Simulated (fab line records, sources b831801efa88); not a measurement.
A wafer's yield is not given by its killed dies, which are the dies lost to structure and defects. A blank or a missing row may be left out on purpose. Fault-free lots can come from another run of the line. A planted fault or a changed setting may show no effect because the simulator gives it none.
fab line records -- flow sky130
[record] lots = 6, wafers = 18, last-day = 50
route steps=708 shown NWELL@66 PWDE@84 VT_ADJUST_HVTP@85 VT_ADJUST_LVTN@97
lots with no fault: from the same line, run without faults
start-h: start of the lot's first displayed wafer, in hours after the record's first day -- wait-h: hours elapsed since this lot's preceding step -- " unchanged from the row above -- L1.1+2: a row that stands for several wafers -- - value missing, or start not given -- * or withheld: withheld -- < > ~ a bound
route shown NAME@n: NAME is a module with steps in the file, n the number in the route of the first one -- usual: average and standard deviation across the fault-free wafers -- same: alike in all rows -- chamber/n: place in a boat -- sites: readings site by site -- _std_site: how widely they spread, as a standard deviation -- _edge_site: outer sites' mean less inner sites' -- radius-mm: how far each site lies from the wafer's centre -- mask NAME#n: copy n -- behind: tool/chamber where the wafer was last shaped -- hold: what put the lot on hold/how long, in hours/how the hold closed -- device: transistor that didn't switch, given as n, p or np -- end of line: tests of these same wafers at the route's end -- a step without rows: its recipe alone -- killed: not the wafer's yield, but the dies lost to structure and defects at the first sort -- map: a wafer's dies, marking killed ones x, the rest . and places with no die _
set.NAME: the setting the step ran with; set.NAME@STEP: the setting that earlier step ran with -- model.NAME: the simulator's own value behind a step, which no gauge read
a table for each step, a row for each wafer; lots at some steps of the route
services: when a tool's chamber went out of use (start-h, in hours from the record's first day, below 0 if earlier), for how many hours, and the reason
[[steps]]
[step SKY_NWELL_IMPLANT_13]
[recipe] species = P, energy-kev = 50, dose-cm2 = 7e+11, tilt-deg = withheld
[step SKY_NWELL_STRIP_14]
[recipe] chemistry = O2/N2, power-w = 1400, pressure-mtorr = 1500, platen-temp-c = withheld, o2-flow-sccm = 3000, n2-flow-sccm = 300, overash-fraction = 0.5
[usual] chamber-pressure-mTorr = 1500.0/1.4, drypump-motor-current-A = 5.8/0.54, oes-product-au = 0.722/0.0037, strip-time-to-endpoint-s = 36.90/0.093
lot.wafer,tool,chamber,start-h,wait-h,chamber-pressure-mTorr,drypump-motor-current-A,oes-product-au,rf-hours-counter-h,strip-time-to-endpoint-s
L422.2,plasma-asher-04,0,93.87,0.1,1497.5,5.3,0.723,37,36.93
L422.4,plasma-asher-04,1,93.87,0.1,1501.8,6.4,0.715,-,36.93
L422.5,plasma-asher-04,0,93.87,0.1,1500.5,5.3,0.722,-,36.97
L423.2,plasma-asher-04,0,97.32,0.1,1501.1,5.3,0.725,37,36.83
L423.5,plasma-asher-04,0,97.32,0.1,1498.4,5.3,0.722,-,36.76
L423.6,plasma-asher-04,1,97.32,0.1,1498.5,6.4,0.722,-,36.85
L425.2,plasma-asher-02,0,110.02,0.1,1500.6,5.3,0.723,33,36.98
L425.4,plasma-asher-02,0,110.02,0.1,1504.3,5.3,0.724,-,37.08
L425.5,plasma-asher-02,0,110.02,0.1,1499.3,5.3,0.722,-,37.07
L433.1,plasma-asher-02,1,159.07,0.1,1500.4,6.3,0.721,38,36.92
L433.2,plasma-asher-02,0,159.07,0.1,1499.4,5.4,0.719,38,36.94
L433.5,plasma-asher-02,0,159.07,0.1,1499.2,5.4,0.720,-,36.94
L443.2,plasma-asher-04,0,217.49,0.1,1500.7,5.3,0.723,49,36.73
L443.3,plasma-asher-04,0,217.49,0.1,1499.8,5.3,0.723,-,36.68
L443.4,plasma-asher-04,1,217.49,0.1,1500.3,6.4,0.721,-,36.74
L444.1,plasma-asher-02,1,223.01,0.1,1501.6,6.4,0.726,45,36.97
L444.2,plasma-asher-02,0,223.01,0.1,1498.3,5.3,0.721,45,36.84
L444.5,plasma-asher-02,0,223.01,0.1,1501.4,5.3,0.723,-,36.84
[step SKY_NWELL_TW_MEAS_15]
[usual] NWELL_TW = 1814/28
lot.wafer,tool,chamber,start-h,wait-h,NWELL_TW
L422.2,film-metro-04,-,93.98,0.1,1818
L422.4,film-metro-04,-,93.98,0.1,1824
L422.5,film-metro-04,-,93.98,0.1,1810
L423.2,film-metro-04,-,97.43,0.1,1810
L423.5,film-metro-04,-,97.43,0.1,1800
L423.6,film-metro-04,-,97.43,0.1,1801
L425.2,film-metro-01,-,110.13,0.1,1783
L425.4,film-metro-01,-,110.13,0.1,1786
L425.5,film-metro-01,-,110.13,0.1,1786
L433.1,film-metro-03,-,159.17,0.1,1852
L433.2,film-metro-03,-,159.17,0.1,1842
L433.5,film-metro-03,-,159.17,0.1,1839
L443.2,film-metro-03,-,217.60,0.1,1853
L443.3,film-metro-03,-,217.60,0.1,1854
L443.4,film-metro-03,-,217.60,0.1,1850
L444.1,film-metro-01,-,223.11,0.1,1784
L444.2,film-metro-01,-,223.11,0.1,1774
L444.5,film-metro-01,-,223.11,0.1,1772
[step SKY_NWELL_DEHYDRATE_16]
[recipe] temp-c = 200, time-s = 60
[step SKY_NWELL_HMDS_17]
[recipe] prime-time-s = 60, prime-temp-c = 120
[step SKY_NWELL_COAT_18]
[recipe] spin-rpm = 2000, resist-thk-nm = 3000
[step SKY_NWELL_SOFTBAKE_19]
[recipe] temp-c = 110, time-s = withheld
[step SKY_NWELL_EXPOSE_20]
[recipe] mask-id = NWM_COMPLEMENT, na = 0.6, source-shape = conventional, sigma-outer = 0.6, polarization = unpolarized, target-cd-nm = 840, dose-mj = 260
[step SKY_NWELL_PEB_21]
[recipe] temp-c = 115, time-s = withheld
[step SKY_NWELL_DEVELOP_22]
[recipe] wall-angle-deg = 90, developer = TMAH, develop-time-s = 60, dev-temp-c = 23
[step SKY_NWELL_OVL_MEAS_23]
[usual] NWELL_01_OVL = 0.0/1.4
lot.wafer,tool,chamber,start-h,wait-h,NWELL_01_OVL[nm]
L422.2,overlay-01,-,111.54,-,0.1
L422.4,overlay-01,-,111.54,-,2.7
L422.5,overlay-01,-,111.54,-,-1.0
L423.2,overlay-01,-,114.88,-,1.2
L423.5,overlay-01,-,114.88,-,0.7
L423.6,overlay-01,-,114.88,-,-1.1
L425.2,overlay-02,-,127.68,-,1.0
L425.4,overlay-02,-,127.68,-,-1.3
L425.5,overlay-02,-,127.68,-,-0.4
L433.1,overlay-01,-,180.25,-,0.1
L433.2,overlay-01,-,180.25,-,0.5
L433.5,overlay-01,-,180.25,-,-0.4
L443.2,overlay-02,-,240.71,-,0.8
L443.3,overlay-02,-,240.71,-,3.4
L443.4,overlay-02,-,240.71,-,2.1
L444.1,overlay-01,-,245.90,-,-0.7
L444.2,overlay-01,-,245.90,-,-2.7
L444.5,overlay-01,-,245.90,-,-1.0
[step SKY_NWELL_IMPLANT_24]
[recipe] species = B, energy-kev = 140, dose-cm2 = 9.2e+12, tilt-deg = withheld
[step SKY_NWELL_STRIP_25]
[recipe] chemistry = O2/N2, power-w = 1400, pressure-mtorr = 1500, platen-temp-c = withheld, o2-flow-sccm = 3000, n2-flow-sccm = 300, overash-fraction = 0.5
[usual] chamber-pressure-mTorr = 1499.9/1.4, drypump-motor-current-A = 5.7/0.53, oes-product-au = 0.722/0.0044, strip-time-to-endpoint-s = 36.90/0.11
lot.wafer,tool,chamber,start-h,wait-h,chamber-pressure-mTorr,drypump-motor-current-A,oes-product-au,rf-hours-counter-h,strip-time-to-endpoint-s,model.coat_of_NWELL_COAT_18.thk-nm
L422.2,plasma-asher-04,1,111.72,0.1,1497.8,6.4,0.726,39,36.92,0
L422.4,plasma-asher-04,0,111.72,0.1,1501.5,5.3,0.718,-,37.00,0
L422.5,plasma-asher-04,1,111.72,0.1,1497.3,6.4,0.727,-,37.02,0
L423.2,plasma-asher-02,0,115.06,0.1,1501.2,5.3,0.720,34,36.97,0
L423.5,plasma-asher-02,0,115.06,0.1,1499.6,5.4,0.726,-,37.10,0
L423.6,plasma-asher-02,1,115.06,0.1,1500.8,6.3,0.727,-,37.06,0
L425.2,plasma-asher-03,0,127.86,0.1,1500.8,5.6,0.726,1,37.06,0
L425.4,plasma-asher-03,1,127.86,0.1,1501.4,5.1,0.726,-,37.08,0
L425.5,plasma-asher-03,1,127.86,0.1,1498.5,5.1,0.719,-,36.97,0
L433.1,plasma-asher-04,0,180.44,0.1,1499.7,5.3,0.724,45,37.20,0
L433.2,plasma-asher-04,1,180.44,0.1,1500.6,6.4,0.718,45,37.07,0
L433.5,plasma-asher-04,1,180.44,0.1,1499.1,6.4,0.722,-,37.21,0
L443.2,plasma-asher-02,1,240.89,0.1,-,-,-,-,-,2992
L443.3,plasma-asher-02,1,240.89,0.1,-,-,-,-,-,2986
L443.4,plasma-asher-02,0,240.89,0.1,-,-,-,-,-,2986
L444.1,plasma-asher-02,0,246.09,0.1,-,-,-,-,-,2990
L444.2,plasma-asher-02,1,246.09,0.1,-,-,-,-,-,2985
L444.5,plasma-asher-02,1,246.09,0.1,-,-,-,-,-,2992
[step SKY_NWELL_TW_MEAS_26]
[usual] NWELL_2_TW = 494/7.8
lot.wafer,tool,chamber,start-h,wait-h,NWELL_2_TW
L422.2,film-metro-03,-,111.83,0.1,500
L422.4,film-metro-03,-,111.83,0.1,501
L422.5,film-metro-03,-,111.83,0.1,500
L423.2,film-metro-04,-,115.17,0.1,487
L423.5,film-metro-04,-,115.17,0.1,490
L423.6,film-metro-04,-,115.17,0.1,489
L425.2,film-metro-01,-,127.97,0.1,483
L425.4,film-metro-01,-,127.97,0.1,485
L425.5,film-metro-01,-,127.97,0.1,482
L433.1,film-metro-04,-,180.54,0.1,498
L433.2,film-metro-04,-,180.54,0.1,497
L433.5,film-metro-04,-,180.54,0.1,501
L443.2,film-metro-01,-,241.00,0.1,484
L443.3,film-metro-01,-,241.00,0.1,484
L443.4,film-metro-01,-,241.00,0.1,487
L444.1,film-metro-03,-,246.19,0.1,505
L444.2,film-metro-03,-,246.19,0.1,506
L444.5,film-metro-03,-,246.19,0.1,507
[step SKY_NWELL_CLEAN_27]
[recipe] chemistry = SC1/SC2, mix = 1:4:20, temp-c = 70, time-s = 150, dry = n2-spin
[step SKY_NWELL_RTA_28]
[recipe] temp-c = 1050, time-s = 30, idle-temp-c = 650, ramp-up-c-per-s = 150, ramp-down-c-per-s = 90, ambient = N2
[usual] chamber-o2-ppm = 2.005/0.02, lamp-power-pct = 25.30/0.055, wafer_temp_C_max = 1054.8/0.93
lot.wafer,tool,chamber,start-h,wait-h,chamber-o2-ppm,lamp-power-pct,wafer_temp_C_max
L422.2,rtp-anneal-02,0,111.95,0.0,2.037,25.40,1054.5
L422.4,rtp-anneal-02,0,111.95,0.0,2.002,25.24,1054.4
L422.5,rtp-anneal-02,0,111.95,0.0,2.002,25.33,1054.7
L423.2,rtp-anneal-02,0,115.30,0.0,1.986,25.42,1054.4
L423.5,rtp-anneal-02,0,115.30,0.0,1.996,25.33,1054.8
L423.6,rtp-anneal-02,0,115.30,0.0,1.979,25.31,1054.0
L425.2,rtp-anneal-02,0,128.09,0.0,2.016,25.28,1055.4
L425.4,rtp-anneal-02,0,128.09,0.0,2.059,25.30,1054.3
L425.5,rtp-anneal-02,0,128.09,0.0,2.019,25.24,1055.1
L433.1,rtp-anneal-02,0,180.65,0.0,2.003,25.21,1054.0
L433.2,rtp-anneal-02,0,180.65,0.0,2.017,25.26,1054.6
L433.5,rtp-anneal-02,0,180.65,0.0,1.991,25.30,1053.8
L443.2,rtp-anneal-01,0,241.11,0.0,2.006,25.29,1056.2
L443.3,rtp-anneal-01,0,241.11,0.0,1.971,25.31,1055.6
L443.4,rtp-anneal-01,0,241.11,0.0,1.990,25.29,1054.3
L444.1,rtp-anneal-02,0,246.30,0.0,1.962,25.22,1054.4
L444.2,rtp-anneal-02,0,246.30,0.0,1.986,25.25,1055.2
L444.5,rtp-anneal-02,0,246.30,0.0,1.967,25.24,1056.7
[step SKY_NWELL_RS_MEAS_29]
[recipe] thk-meas-gauge = four-point-probe
[usual] NWELL_RS = 624.2/1.8
lot.wafer,tool,chamber,start-h,wait-h,NWELL_RS[ohm/sq]
L422.2,film-metro-01,-,112.05,0.1,622.9
L422.4,film-metro-01,-,112.05,0.1,623.6
L422.5,film-metro-01,-,112.05,0.1,624.3
L423.2,film-metro-03,-,115.40,0.1,624.4
L423.5,film-metro-03,-,115.40,0.1,626.9
L423.6,film-metro-03,-,115.40,0.1,626.7
L425.2,film-metro-03,-,128.19,0.1,623.9
L425.4,film-metro-03,-,128.19,0.1,625.3
L425.5,film-metro-03,-,128.19,0.1,625.4
L433.1,film-metro-04,-,180.75,0.1,623.1
L433.2,film-metro-04,-,180.75,0.1,622.8
L433.5,film-metro-04,-,180.75,0.1,623.5
L443.2,film-metro-04,-,241.22,0.1,623.5
L443.3,film-metro-04,-,241.22,0.1,623.4
L443.4,film-metro-04,-,241.22,0.1,623.0
L444.1,film-metro-01,-,246.40,0.1,626.0
L444.2,film-metro-01,-,246.40,0.1,623.7
L444.5,film-metro-01,-,246.40,0.1,626.8
[step SKY_NWELL_RS_MEAS_31]
[recipe] thk-meas-gauge = four-point-probe
[usual] PWDE_RS = 5275/21
lot.wafer,tool,chamber,start-h,wait-h,PWDE_RS[ohm/sq]
L422.2,film-metro-01,-,112.29,0.1,5285
L422.4,film-metro-01,-,112.29,0.1,5269
L422.5,film-metro-01,-,112.29,0.1,5280
L423.2,film-metro-03,-,115.64,0.1,5304
L423.5,film-metro-03,-,115.64,0.1,5311
L423.6,film-metro-03,-,115.64,0.1,5294
L425.2,film-metro-03,-,128.43,0.1,5286
L425.4,film-metro-03,-,128.43,0.1,5286
L425.5,film-metro-03,-,128.43,0.1,5276
L433.1,film-metro-04,-,180.99,0.1,5246
L433.2,film-metro-04,-,180.99,0.1,5240
L433.5,film-metro-04,-,180.99,0.1,5242
L443.2,film-metro-04,-,241.46,0.1,5255
L443.3,film-metro-04,-,241.46,0.1,5247
L443.4,film-metro-04,-,241.46,0.1,5251
L444.1,film-metro-01,-,246.64,0.1,5285
L444.2,film-metro-01,-,246.64,0.1,5289
L444.5,film-metro-01,-,246.64,0.1,5286
[step SKY_VT_ADJUST_HVTP_DEHYDRATE_00]
[recipe] temp-c = 200, time-s = 60
[step SKY_VT_ADJUST_HVTP_HMDS_01]
[recipe] prime-time-s = 60, prime-temp-c = 120
[step SKY_VT_ADJUST_HVTP_COAT_02]
[recipe] resist = NOVOLAK, spin-rpm = 3000, resist-thk-nm = 1140
[step SKY_VT_ADJUST_HVTP_SOFTBAKE_03]
[recipe] temp-c = 90, time-s = 60, resist = NOVOLAK
[step SKY_VT_ADJUST_HVTP_EXPOSE_04]
[recipe] mask-id = HVTPM, na = 0.6, source-shape = conventional, sigma-outer = 0.6, polarization = unpolarized, target-cd-nm = 380, dose-mj = 140
[step SKY_VT_ADJUST_HVTP_PEB_05]
[recipe] temp-c = withheld, time-s = *, resist = NOVOLAK
[step SKY_VT_ADJUST_HVTP_DEVELOP_06]
[recipe] resist = NOVOLAK, developer = TMAH, develop-time-s = 60, dev-temp-c = 23
[step SKY_VT_ADJUST_HVTP_CD_MEAS_07]
[recipe] target-cd-nm = 380
[usual] cd-nm = 379.9/2.3
lot.wafer,tool,chamber,start-h,wait-h,cd-nm
L422.2,cd-sem-02,-,131.06,0.1,374.4
L422.4,cd-sem-02,-,131.06,0.1,374.7
L422.5,cd-sem-02,-,131.06,0.1,377.0
L423.2,cd-sem-02,-,134.20,0.1,381.2
L423.5,cd-sem-02,-,134.20,0.1,378.6
L423.6,cd-sem-02,-,134.20,0.1,381.4
L425.2,cd-sem-02,-,147.39,0.1,377.7
L425.4,cd-sem-02,-,147.39,0.1,379.9
L425.5,cd-sem-02,-,147.39,0.1,379.6
L433.1,cd-sem-02,-,201.72,0.1,381.4
L433.2,cd-sem-02,-,201.72,0.1,384.0
L433.5,cd-sem-02,-,201.72,0.1,385.4
L443.2,cd-sem-02,-,264.50,0.1,380.0
L443.3,cd-sem-02,-,264.50,0.1,380.7
L443.4,cd-sem-02,-,264.50,0.1,381.8
L444.1,cd-sem-02,-,270.78,0.1,383.5
L444.2,cd-sem-02,-,270.78,0.1,380.5
L444.5,cd-sem-02,-,270.78,0.1,383.5
[step SKY_VT_ADJUST_HVTP_OVL_MEAS_08]
[usual] VT_ADJUST_HVTP_OVL = -1.7/1.4
lot.wafer,tool,chamber,start-h,wait-h,VT_ADJUST_HVTP_OVL[nm]
L422.2,overlay-01,-,131.16,0.1,-3.6
L422.4,overlay-01,-,131.16,0.1,-3.2
L422.5,overlay-01,-,131.16,0.1,-2.0
L423.2,overlay-01,-,134.30,0.1,-2.5
L423.5,overlay-01,-,134.30,0.1,-2.3
L423.6,overlay-01,-,134.30,0.1,-1.1
L425.2,overlay-02,-,147.50,0.1,-1.0
L425.4,overlay-02,-,147.50,0.1,-2.3
L425.5,overlay-02,-,147.50,0.1,-4.6
L433.1,overlay-02,-,201.84,0.1,-0.9
L433.2,overlay-02,-,201.84,0.1,-2.1
L433.5,overlay-02,-,201.84,0.1,-1.9
L443.2,overlay-02,-,264.61,0.1,0.5
L443.3,overlay-02,-,264.61,0.1,-2.0
L443.4,overlay-02,-,264.61,0.1,-0.4
L444.1,overlay-02,-,270.90,0.1,-0.9
L444.2,overlay-02,-,270.90,0.1,-0.8
L444.5,overlay-02,-,270.90,0.1,-1.6
[step SKY_VT_ADJUST_HVTP_IMPLANT_09]
[recipe] species = As, energy-kev = 150, dose-cm2 = 4.3e+12, tilt-deg = withheld
[step SKY_VT_ADJUST_HVTP_STRIP_10]
[recipe] chemistry = O2/N2, power-w = 1400, pressure-mtorr = 1500, platen-temp-c = withheld, o2-flow-sccm = 3000, n2-flow-sccm = 300, overash-fraction = 0.5
[usual] chamber-pressure-mTorr = 1500.0/1.4, drypump-motor-current-A = 5.8/0.49, oes-product-au = 0.716/0.0046, strip-time-to-endpoint-s = 14.19/0.045
lot.wafer,tool,chamber,start-h,wait-h,chamber-pressure-mTorr,drypump-motor-current-A,oes-product-au,rf-hours-counter-h,strip-time-to-endpoint-s
L422.2,plasma-asher-01,0,131.34,0.1,1501.7,5.3,0.721,46,14.15
L422.4,plasma-asher-01,1,131.34,0.1,1499.7,6.1,0.709,-,14.19
L422.5,plasma-asher-01,1,131.34,0.1,1500.0,6.1,0.714,-,14.18
L423.2,plasma-asher-04,1,134.48,0.1,1502.1,6.4,0.712,41,14.16
L423.5,plasma-asher-04,1,134.48,0.1,1502.8,6.4,0.712,-,14.21
L423.6,plasma-asher-04,0,134.48,0.1,1497.5,5.3,0.709,-,14.18
L425.2,plasma-asher-01,1,147.68,0.1,1499.6,6.1,0.713,47,14.12
L425.4,plasma-asher-01,1,147.68,0.1,1498.8,6.1,0.715,-,14.16
L425.5,plasma-asher-01,0,147.68,0.1,1501.4,5.3,0.716,-,14.16
L433.1,plasma-asher-01,0,202.03,0.1,1500.9,5.4,0.722,52,14.21
L433.2,plasma-asher-01,1,202.03,0.1,1501.0,6.1,0.721,52,14.21
L433.5,plasma-asher-01,0,202.03,0.1,1499.7,5.4,0.713,-,14.21
L443.2,plasma-asher-02,1,264.79,0.1,1500.6,6.3,0.719,49,58.58
L443.3,plasma-asher-02,1,264.79,0.1,1500.1,6.3,0.722,-,58.53
L443.4,plasma-asher-02,0,264.79,0.1,1500.2,5.3,0.721,-,58.46
L444.1,plasma-asher-01,0,271.09,0.1,1498.9,5.3,0.728,59,58.58
L444.2,plasma-asher-01,1,271.09,0.1,1502.3,6.1,0.734,59,58.55
L444.5,plasma-asher-01,1,271.09,0.1,1500.8,6.1,0.727,-,58.62
[step SKY_VT_ADJUST_HVTP_TW_MEAS_11]
[usual] VT_ADJUST_HVTP_TW = 1345/16
lot.wafer,tool,chamber,start-h,wait-h,VT_ADJUST_HVTP_TW
L422.2,film-metro-02,-,131.45,0.1,1346
L422.4,film-metro-02,-,131.45,0.1,1352
L422.5,film-metro-02,-,131.45,0.1,1344
L423.2,film-metro-04,-,134.59,0.1,1345
L423.5,film-metro-04,-,134.59,0.1,1345
L423.6,film-metro-04,-,134.59,0.1,1355
L425.2,film-metro-04,-,147.79,0.1,1361
L425.4,film-metro-04,-,147.79,0.1,1351
L425.5,film-metro-04,-,147.79,0.1,1355
L433.1,film-metro-02,-,202.13,0.1,1352
L433.2,film-metro-02,-,202.13,0.1,1361
L433.5,film-metro-02,-,202.13,0.1,1361
L443.2,film-metro-04,-,264.90,0.1,30
L443.3,film-metro-04,-,264.90,0.1,30
L443.4,film-metro-04,-,264.90,0.1,30
L444.1,film-metro-04,-,271.19,0.1,30
L444.2,film-metro-04,-,271.19,0.1,30
L444.5,film-metro-04,-,271.19,0.1,30
[step SKY_VT_ADJUST_LVTN_DEHYDRATE_00]
[recipe] temp-c = 200, time-s = 60
[[services]]
tool,chamber,start-h,hours,kind
plasma-asher-04,-,98.52,3.2,repair
plasma-asher-03,-,108.84,9.0,pm
plasma-asher-03,0,108.84,9.0,vent-cycle
plasma-asher-03,1,108.84,9.0,vent-cycle
rtp-anneal-01,-,112.71,3.8,pm
plasma-asher-02,-,115.57,2.8,pm
plasma-asher-03,0,117.84,-,clean
plasma-asher-03,1,117.84,-,clean
plasma-asher-02,-,246.71,0.5,repair
plasma-asher-03,-,261.78,2.6,repair
[[key]]
[first-sign] step = SKY_NWELL_STRIP_25, reading = tool-record, direction = missing
[effect] step = SKY_VT_ADJUST_HVTP_STRIP_10, reading = strip-time-to-endpoint-s, direction = up, sigmas = 99+, usual = *, struck = *
[effect] step = SKY_VT_ADJUST_HVTP_TW_MEAS_11, reading = VT_ADJUST_HVTP_TW, direction = down, sigmas = 82, usual = 1345, struck = 30
[model-effect] step = SKY_NWELL_STRIP_25, value = coat_of_NWELL_COAT_18.thk-nm, without = 0, struck = 2988
met-at SKY_NWELL_STRIP_25
struck-wafers L443.2,L443.3,L443.4,L444.1,L444.2,L444.5
sort-left-out L443.2,L443.3,L443.4,L444.1,L444.2,L444.5
tester-left-out L443,L444
onset-between 115.06 240.89
[fault] kind = skipped-step-whole, tool = plasma-asher-02, chamber = -, onset-h = 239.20, steps = SKY_NWELL_STRIP_25, scope = struck-lots-only
// tester-left-out: of these lots the tester's yield and bins aren't shown, on N5 and GAA mostly nor the transistor test; their killed dies are dies lost to structure and defects alone, not to doping, threshold or leakage, so they don't give the yield
// sort-left-out: the simulated sort isn't trusted on such a fault, so these wafers' sort isn't shown, and their yield isn't known
